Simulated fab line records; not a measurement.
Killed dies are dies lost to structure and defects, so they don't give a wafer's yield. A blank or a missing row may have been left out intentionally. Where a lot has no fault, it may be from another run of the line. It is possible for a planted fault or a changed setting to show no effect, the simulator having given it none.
Which of the tools did it? || flow gf180mcu || 12 lots with 36 wafers sampled at 4 steps, on a route of 602 steps

## WHAT THE GAUGES SHOWED, per wafer
GF_M4_RS_MEAS_05: uses a four-point probe to measure.
{"lot": "L221", "measured": "day 22 13:50", "on": "film-metro-01", "M4_ALCU_RS (ohm/sq)": "0.0694 0.0702 0.0702"}
{"lot": "L223", "measured": "day 23 10:02", "on": "film-metro-02", "M4_ALCU_RS (ohm/sq)": "0.0677 0.0697 0.0688"}
{"lot": "L225", "measured": "day 23 23:49", "on": "film-metro-02", "M4_ALCU_RS (ohm/sq)": "0.0696 0.0690 0.0707"}
{"lot": "L230", "measured": "day 25 17:38", "on": "film-metro-03", "M4_ALCU_RS (ohm/sq)": "0.0706 0.0695 0.0689"}
{"lot": "L233", "measured": "day 26 17:50", "on": "film-metro-02", "M4_ALCU_RS (ohm/sq)": "0.0706 0.0699 0.0702"}
{"lot": "L236", "measured": "day 27 14:26", "on": "film-metro-03", "M4_ALCU_RS (ohm/sq)": "0.0687 0.0691 0.0688"}
{"lot": "L238", "measured": "day 28 09:25", "on": "film-metro-03", "M4_ALCU_RS (ohm/sq)": "0.0700 0.0696 0.0699"}
{"lot": "L239", "measured": "day 28 11:08", "on": "film-metro-01", "M4_ALCU_RS (ohm/sq)": "0.0691 0.0682 0.0694"}
{"lot": "L240", "measured": "day 28 14:58", "on": "film-metro-03", "M4_ALCU_RS (ohm/sq)": "0.0710 0.0718 0.0715"}
{"lot": "L242", "measured": "day 29 10:10", "on": "film-metro-02", "M4_ALCU_RS (ohm/sq)": "0.0707 0.0711 0.0707"}
{"lot": "L243", "measured": "day 29 13:58", "on": "film-metro-01", "M4_ALCU_RS (ohm/sq)": "0.0696 0.0687 0.0694"}
{"lot": "L244", "measured": "day 29 17:40", "on": "film-metro-02", "M4_ALCU_RS (ohm/sq)": "0.0682 0.0699 0.0699"}

GF_V4_CD_MEAS_14 targets a cd of 260 nm.
{"lot": "L221", "measured": "day 24 11:05", "on": "cd-sem-01", "cd-nm (nm)": "259.5 259.3 260.6"}
{"lot": "L223", "measured": "day 25 06:41", "on": "cd-sem-02", "cd-nm (nm)": "259.5 258.1 258.7"}
{"lot": "L225", "measured": "day 25 20:49", "on": "cd-sem-02", "cd-nm (nm)": "260.7 259.2 259.5"}
{"lot": "L230", "measured": "day 27 10:45", "on": "cd-sem-02", "cd-nm (nm)": "260.9 262.0 261.7"}
{"lot": "L233", "measured": "day 28 11:30", "on": "cd-sem-02", "cd-nm (nm)": "259.2 260.1 260.6"}
{"lot": "L236", "measured": "day 29 07:36", "on": "cd-sem-01", "cd-nm (nm)": "260.8 260.2 260.5"}
{"lot": "L238", "measured": "day 30 01:55", "on": "cd-sem-02", "cd-nm (nm)": "260.2 258.5 259.3"}
{"lot": "L239", "measured": "day 30 02:49", "on": "cd-sem-02", "cd-nm (nm)": "262.3 261.1 261.5"}
{"lot": "L240", "measured": "day 30 06:56", "on": "cd-sem-02", "cd-nm (nm)": "261.2 261.4 261.1"}
{"lot": "L242", "measured": "day 31 00:38", "on": "cd-sem-02", "cd-nm (nm)": "262.3 262.6 262.4"}
{"lot": "L243", "measured": "day 31 03:47", "on": "cd-sem-02", "cd-nm (nm)": "259.7 258.4 258.4"}
{"lot": "L244", "measured": "day 31 07:36", "on": "cd-sem-01", "cd-nm (nm)": "261.6 263.3 261.9"}

## WHAT TOOL EACH LOT RAN ON (gives the tool, then ch and the chambers of the sampled wafers, and finally the start)
{"lot": "L221", "GF_M4_SPUTTER_03": "pvd-sputter-03, day 22 13:46", "GF_V4_CMP_04": "cmp-01 ch 0,1,3, day 23 13:23"}
{"lot": "L223", "GF_M4_SPUTTER_03": "pvd-sputter-03, day 23 09:59", "GF_V4_CMP_04": "cmp-01 ch 0,1,3, day 24 09:06"}
{"lot": "L225", "GF_M4_SPUTTER_03": "pvd-sputter-03, day 23 23:46", "GF_V4_CMP_04": "cmp-01 ch 0,3, day 24 22:46"}
{"lot": "L230", "GF_M4_SPUTTER_03": "pvd-sputter-04, day 25 17:35", "GF_V4_CMP_04": "cmp-01 ch 0,2,3, day 26 15:02"}
{"lot": "L233", "GF_M4_SPUTTER_03": "pvd-sputter-03, day 26 17:46", "GF_V4_CMP_04": "cmp-02 ch 0,1,2, day 27 15:15"}
{"lot": "L236", "GF_M4_SPUTTER_03": "pvd-sputter-01, day 27 14:19", "GF_V4_CMP_04": "cmp-02 ch 1,2, day 28 11:53"}
{"lot": "L238", "GF_M4_SPUTTER_03": "pvd-sputter-04, day 28 09:20", "GF_V4_CMP_04": "cmp-01 ch 0,1,2, day 29 06:17"}
{"lot": "L239", "GF_M4_SPUTTER_03": "pvd-sputter-03, day 28 11:03", "GF_V4_CMP_04": "cmp-02 ch 0,1,2, day 29 07:28"}
{"lot": "L240", "GF_M4_SPUTTER_03": "pvd-sputter-04, day 28 14:55", "GF_V4_CMP_04": "cmp-02 ch 0,3, day 29 11:04"}
{"lot": "L242", "GF_M4_SPUTTER_03": "pvd-sputter-04, day 29 10:05", "GF_V4_CMP_04": "cmp-01 ch 2,3, day 30 06:05"}
{"lot": "L243", "GF_M4_SPUTTER_03": "pvd-sputter-03, day 29 13:52", "GF_V4_CMP_04": "cmp-02 ch 2,3, day 30 09:19"}
{"lot": "L244", "GF_M4_SPUTTER_03": "pvd-sputter-03, day 29 17:36", "GF_V4_CMP_04": "cmp-02 ch 1,2,3, day 30 13:12"}
- GF_M4_SPUTTER_03: material Ti, target thk 10 nm, time 6.7 s.
- GF_V4_CMP_04: polishes SiO2.

## WHAT THE TOOLS THEMSELVES READ (means of the sampled wafers that have a number; where no wafer has one, the mark that the record gives instead)
GF_M4_SPUTTER_03.
{"lot": "L221", "tool": "pvd-sputter-03", "throttle-valve-pct (%)": 31.0}
{"lot": "L223", "tool": "pvd-sputter-03", "throttle-valve-pct (%)": 29.9}
{"lot": "L225", "tool": "pvd-sputter-03", "throttle-valve-pct (%)": 29.9}
{"lot": "L230", "tool": "pvd-sputter-04", "throttle-valve-pct (%)": 27.9}
{"lot": "L233", "tool": "pvd-sputter-03", "throttle-valve-pct (%)": 30.1}
{"lot": "L236", "tool": "pvd-sputter-01", "throttle-valve-pct (%)": 29.7}
{"lot": "L238", "tool": "pvd-sputter-04", "throttle-valve-pct (%)": 29.0}
{"lot": "L239", "tool": "pvd-sputter-03", "throttle-valve-pct (%)": 30.0}
{"lot": "L240", "tool": "pvd-sputter-04", "throttle-valve-pct (%)": 29.0}
{"lot": "L242", "tool": "pvd-sputter-04", "throttle-valve-pct (%)": 29.8}
{"lot": "L243", "tool": "pvd-sputter-03", "throttle-valve-pct (%)": 30.5}
{"lot": "L244", "tool": "pvd-sputter-03", "throttle-valve-pct (%)": 30.2}

GF_V4_CMP_04.
{"lot": "L221", "tool": "cmp-01", "motor-current-A (A)": 11.6, "slurry-filter-dp-kPa (kPa)": 13.56, "time-to-endpoint-s (s)": 86}
{"lot": "L223", "tool": "cmp-01", "motor-current-A (A)": 11.2, "slurry-filter-dp-kPa (kPa)": 13.56, "time-to-endpoint-s (s)": 77}
{"lot": "L225", "tool": "cmp-01", "motor-current-A (A)": 11.6, "slurry-filter-dp-kPa (kPa)": 13.37, "time-to-endpoint-s (s)": 75}
{"lot": "L230", "tool": "cmp-01", "motor-current-A (A)": 11.4, "slurry-filter-dp-kPa (kPa)": 13.45, "time-to-endpoint-s (s)": 87}
{"lot": "L233", "tool": "cmp-02", "motor-current-A (A)": 11.4, "slurry-filter-dp-kPa (kPa)": 13.51, "time-to-endpoint-s (s)": 80}
{"lot": "L236", "tool": "cmp-02", "motor-current-A (A)": 11.4, "slurry-filter-dp-kPa (kPa)": 13.45, "time-to-endpoint-s (s)": 85}
{"lot": "L238", "tool": "cmp-01", "motor-current-A (A)": 11.9, "slurry-filter-dp-kPa (kPa)": 13.42, "time-to-endpoint-s (s)": 74}
{"lot": "L239", "tool": "cmp-02", "motor-current-A (A)": 11.8, "slurry-filter-dp-kPa (kPa)": 13.29, "time-to-endpoint-s (s)": 81}
{"lot": "L240", "tool": "cmp-02", "motor-current-A (A)": 12.6, "slurry-filter-dp-kPa (kPa)": 13.51, "time-to-endpoint-s (s)": 83}
{"lot": "L242", "tool": "cmp-01", "motor-current-A (A)": 11.2, "slurry-filter-dp-kPa (kPa)": 13.60, "time-to-endpoint-s (s)": 75}
{"lot": "L243", "tool": "cmp-02", "motor-current-A (A)": 12.2, "slurry-filter-dp-kPa (kPa)": 13.53, "time-to-endpoint-s (s)": 83}
{"lot": "L244", "tool": "cmp-02", "motor-current-A (A)": 11.3, "slurry-filter-dp-kPa (kPa)": 13.51, "time-to-endpoint-s (s)": 77}

## THE ANSWER, worked out from the rows above alone
Rule: the usual values come from the lots themselves. The widest of any qualifying gaps counts: lots, ordered by their means at a reading, are off when they make up no more than a third of the lots, leave a main group of 4 or more, and stand apart from it by 3 or more times the standard deviation of that group's means. The tables above print the reading to a certain number of digits; a main group whose means all agree to those digits is not used. Also off: a lot with no number at a reading for which 4 or more lots have one. Where the step has rows for the other lots, those lots are counted as sound. First the gauges in route order, then the tools' own readings, where a lot's mean is used as printed above. The first step at which some lot is off is used, and at that step the reading that is off furthest; a lot without a number counts as furthest.
Nothing can be told from this: no lot is off at any reading shown.

## WHAT THE SIMULATOR HAD PUT IN
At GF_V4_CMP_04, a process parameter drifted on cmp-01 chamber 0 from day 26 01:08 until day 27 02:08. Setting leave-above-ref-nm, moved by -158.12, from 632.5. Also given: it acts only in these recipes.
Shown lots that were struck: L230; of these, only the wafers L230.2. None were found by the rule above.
